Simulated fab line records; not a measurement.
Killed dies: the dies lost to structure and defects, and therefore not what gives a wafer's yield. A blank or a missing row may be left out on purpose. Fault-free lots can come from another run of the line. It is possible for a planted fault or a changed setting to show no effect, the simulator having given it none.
fab line records ; flow sky130
record: lots: 14; wafers: 42; lastDay: 50
route steps=708 shown SONOS_ONO@184 PAD_OPEN@708
lots that met no fault: from a run of the same line without faults
startH: hours from the record's opening day to when the first of the lot's shown wafers began ; waitH: hours from the lot's prior step to this one ; " same as the row above ; L1.1+2: several wafers, shown together as one row ; - no value, or no start given ; * or withheld: withheld ; < > ~ a bound
route shown NAME@n: names a module that has steps shown in the file, with the first one's number in the route ; usual: mean/standard deviation of fault-free wafers ; same: alike in all rows ; chamber/n: place in a boat ; sites: per-site readings ; _std_site: standard deviation of those values ; _edge_site: inner sites' mean taken away from outer sites' mean ; radiusMm: for every site, how far away it sits from the centre of the wafer ; mask NAME#n: copy n ; behind: the tool/chamber that last shaped the wafer ; hold: the reason the lot was held/the length of the hold in hours/how it ended ; device: whichever transistor did not switch (one of n, p or np) ; end of line: the tests these same wafers got at the end of their route ; where a step has no rows: the recipe by itself ; killed: count of dies lost to structure and defects at first sort (not the wafer's yield) ; map: per-die view of a wafer (x killed, . not killed, _ where there is no die)
set.NAME: the setting the step ran with; set.NAME@STEP: the setting that earlier step ran with ; model.NAME: the simulator's own value behind a step, which no gauge read
one table for each step of the route and one row for each wafer, over a sample of lots
services: from which hour (startH, from the record's first day; less than 0 if before it) a tool's chamber was out of use, for how many hours, and why
== steps ==
step: SKY_SONOS_ONO_WET_ETCH_16
recipe: chemistry: dHF; targetDepthNm: 14; dry: n2Spin; target: SiO2; dilution: 100:1; tempC: 25; timeS: 280
usual: bathHeatDutyPct: 6.1/0.65; runLengthS: 306/3.2
lot.wafer;tool;chamber;startH;waitH;bathHeatDutyPct;runLengthS
L153.1;wetBench-04;1;274.18;0.0;5.5;306
L153.2;wetBench-04;1;274.18;0.0;6.1;306
L153.6;wetBench-04;1;274.18;0.0;5.6;306
L154.2;wetBench-03;0;281.88;0.0;6.6;314
L154.3;wetBench-03;0;281.88;0.0;5.6;314
L154.6;wetBench-03;0;281.88;0.0;6.5;314
L156.1;wetBench-03;1;299.43;0.0;5.0;305
L156.3;wetBench-03;1;299.43;0.0;5.9;305
L156.5;wetBench-03;1;299.43;0.0;6.1;305
L157.1;wetBench-03;0;307.48;0.0;6.2;314
L157.5;wetBench-03;0;307.48;0.0;6.4;314
L157.6;wetBench-03;0;307.48;0.0;5.8;314
L158.2;wetBench-04;3;316.28;0.0;7.4;305
L158.4;wetBench-04;3;316.28;0.0;6.8;305
L158.6;wetBench-04;3;316.28;0.0;7.0;305
L159.1;wetBench-01;1;325.58;0.0;6.3;303
L159.2;wetBench-01;1;325.58;0.0;6.4;303
L159.4;wetBench-01;1;325.58;0.0;6.6;303
L160.4;wetBench-04;2;331.08;0.0;6.5;303
L160.5;wetBench-04;2;331.08;0.0;6.7;303
L160.6;wetBench-04;2;331.08;0.0;6.1;303
L164.1;wetBench-03;0;372.17;0.0;-;-
L164.2;wetBench-03;0;372.17;0.0;-;-
L164.4;wetBench-03;0;372.17;0.0;-;-
L165.1;wetBench-04;2;377.87;0.0;-;-
L165.3;wetBench-04;2;377.87;0.0;-;-
L165.4;wetBench-04;2;377.87;0.0;-;-
L172.1;wetBench-01;1;462.92;0.1;6.1;304
L172.2;wetBench-01;1;462.92;0.1;7.6;304
L172.4;wetBench-01;1;462.92;0.1;6.6;304
L170.1;wetBench-04;0;463.17;0.1;5.8;307
L170.3;wetBench-04;0;463.17;0.1;6.4;307
L170.4;wetBench-04;0;463.17;0.1;5.9;307
L175.2;wetBench-01;0;464.43;0.0;5.4;304
L175.4;wetBench-01;0;464.43;0.0;6.2;304
L175.5;wetBench-01;0;464.43;0.0;4.7;304
L173.1;wetBench-01;1;464.68;0.0;7.2;303
L173.2;wetBench-01;1;464.68;0.0;5.9;303
L173.6;wetBench-01;1;464.68;0.0;6.5;303
L176.1;wetBench-04;3;468.83;0.0;6.8;306
L176.3;wetBench-04;3;468.83;0.0;7.0;306
L176.4;wetBench-04;3;468.83;0.0;7.0;306
step: SKY_PAD_OPEN_PROBE_99
usual: killed_at_M0_to_M3: 44/7.1; killed_at_M4_up: 3.1/1.8; killedAtContacts: 24/5.3; killedAtFrontEnd: 15/4.5; killedAtOther: 0.2/0.42; killedDies: 86/9.6; killedOnRim: 17/4; killedOpen: 46/6.9; killedShort: 40/6.4
same: grossDies: 492; killedAtBackSide: 0
lot.wafer;tool;chamber;startH;waitH;killed_at_M0_to_M3;killed_at_M4_up;killedAtContacts;killedAtFrontEnd;killedAtOther;killedDies;killedOnRim;killedOpen;killedShort
L164.1;prober-02;-;1142.24;0.1;40;6;30;416;0;492;96;46;45
L164.2;prober-02;-;1142.29;0.1;53;5;20;414;0;492;96;50;39
L164.4;prober-02;-;1142.39;0.2;40;4;28;420;0;492;96;47;38
L165.1;prober-01;-;1142.32;0.1;50;0;26;416;0;492;96;51;39
L165.3;prober-01;-;1142.42;0.2;46;1;21;423;1;492;96;47;33
L165.4;prober-01;-;1142.47;0.2;43;6;22;421;0;492;96;43;42
killed by level:class
L164.1 SONOS_ONO:areaEtch=401 LOCAL_INTERCONNECT:geometricParticle:short=9 CONTACT:geometricParticle:open=9 VIA1:geometricParticle:open=9 VIA2:geometricParticle:open=8 FIELD_ISO:geometricParticle:short=7 VIA3:geometricParticle:open=6 LI_CONTACT:geometricParticle:open=5
L164.2 SONOS_ONO:areaEtch=403 VIA1:geometricParticle:open=15 VIA3:geometricParticle:open=10 VIA1:geometricParticle:short=7 CONTACT:geometricParticle:short=6 METAL2:geometricParticle:short=6 CONTACT:geometricParticle:open=5 VIA2:geometricParticle:open=4
L165.1 SONOS_ONO:areaEtch=402 VIA3:geometricParticle:open=9 LI_CONTACT:geometricParticle:open=9 VIA1:geometricParticle:open=8 CONTACT:geometricParticle:open=7 VIA1:geometricParticle:short=6 VIA2:geometricParticle:open=6 METAL2:geometricParticle:short=5
L164.4 SONOS_ONO:areaEtch=407 LI_CONTACT:geometricParticle:open=9 METAL1:geometricParticle:short=7 VIA2:geometricParticle:open=7 VIA1:geometricParticle:open=7 METAL2:geometricParticle:short=6 VIA3:geometricParticle:open=6 CONTACT:geometricParticle:short=6
L165.3 SONOS_ONO:areaEtch=412 VIA1:geometricParticle:open=10 CONTACT:geometricParticle:open=7 VIA1:geometricParticle:short=7 LI_CONTACT:geometricParticle:open=6 METAL1:geometricParticle:open=5 VIA2:geometricParticle:open=5 VIA3:geometricParticle:open=5
L165.4 SONOS_ONO:areaEtch=407 VIA1:geometricParticle:open=9 METAL1:geometricParticle:short=8 LI_CONTACT:geometricParticle:open=8 CONTACT:geometricParticle:open=5 VIA2:geometricParticle:short=5 VIA2:geometricParticle:open=5 METAL4:geometricParticle:short=5
== services ==
tool;chamber;startH;hours;kind
wetBench-01;-;273.69;19.8;repair
wetBench-01;-;295.48;0.6;repair
== key ==
firstSign: step: SKY_SONOS_ONO_WET_ETCH_16; reading: toolRecord; direction: missing
effect: step: SKY_PAD_OPEN_PROBE_99; reading: killedAtFrontEnd; direction: up; sigmas: 90; usual: 15; struck: 418
moreKillsBornAt: SKY_SONOS_ONO_WET_ETCH_16@wetBench-04: 1221; SKY_SONOS_ONO_WET_ETCH_16@wetBench-03: 1211
metAt SKY_SONOS_ONO_WET_ETCH_16
struckLots L164,L165
laterRowsLeftOut L164.1,L164.2,L164.4,L165.1,L165.3,L165.4
testerLeftOut L164,L165
onsetBetween 331.08 372.17
fault: kind: skippedStepWhole; tool: wetBench-03,wetBench-04; chamber: -; onsetH: 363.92; steps: SKY_SONOS_ONO_WET_ETCH_16; scope: struckLotsOnly
testerLeftOut: of these lots the tester's yield and bins aren't shown, on N5 and GAA mostly nor the transistor test; their killed dies are dies lost to structure and defects alone, not to doping, threshold or leakage, so they don't give the yield
laterRowsLeftOut: the simulator's readings of these wafers behind a module that went badly wrong aren't trusted and aren't shown, but for the sort
